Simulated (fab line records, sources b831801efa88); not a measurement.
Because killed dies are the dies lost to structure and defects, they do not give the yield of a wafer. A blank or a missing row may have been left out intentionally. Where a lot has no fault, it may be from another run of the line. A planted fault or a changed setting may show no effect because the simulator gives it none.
Which tool was responsible? -- flow gf180mcu -- 21 wafers from 7 lots sampled at 2 of the route's 602 steps

## WHAT EACH GAUGE READ, for each wafer
GF_DUAL_GATE_OVL_MEAS_11.
lot,measured,on,DUAL_GATE_OVL (nm)
L470,day 8 21:05,overlay-02,0.0 0.8 1.0
L474,day 10 03:59,overlay-02,4.2 1.0 3.0
L482,day 12 06:19,overlay-02,2.3 2.4 1.1
L485,day 13 02:17,overlay-01,0.5 0.9 2.4
L488,day 14 01:16,overlay-01,-0.1 0.1 -0.7
L490,day 14 13:40,overlay-02,2.9 2.6 1.1
L492,day 15 05:25,overlay-02,1.3 1.5 1.8

## TOOL THAT RAN EACH LOT (tool first, then ch and the chambers of the sampled wafers, then the start)
lot,GF_MVSD_EXPOSE_04
L470,"iline-stepper-01 ch 0, day 4 13:09"
L474,"iline-stepper-02, day 5 15:29"
L482,"iline-stepper-02 ch 0, day 7 07:02"
L485,"iline-stepper-01 ch 0, day 8 00:02"
L488,"iline-stepper-02 ch 0, day 8 18:35"
L490,"iline-stepper-02 ch 0, day 9 04:59"
L492,"iline-stepper-01 ch 0, day 9 17:51"
- GF_MVSD_EXPOSE_04: exposes mask MVSD, target cd 1000 nm.

## THE ANSWER, worked out from the rows above alone
Rule: usual is defined by the lots themselves. The widest of any qualifying gaps counts: lots, ordered by their means at a reading, are off when they make up no more than a third of the lots, leave a main group of 4 or more, and stand apart from it by 3 or more times the standard deviation of that group's means. A main group is skipped when, at the precision printed for the reading in the tables above, its means are all equal. A lot without any number at a reading at which 4 lots or more have one is off too. The other lots that the step has rows for count as sound.
None of the lots is off at any reading shown; this tells nothing.

## WHAT THE SIMULATOR PUT IN
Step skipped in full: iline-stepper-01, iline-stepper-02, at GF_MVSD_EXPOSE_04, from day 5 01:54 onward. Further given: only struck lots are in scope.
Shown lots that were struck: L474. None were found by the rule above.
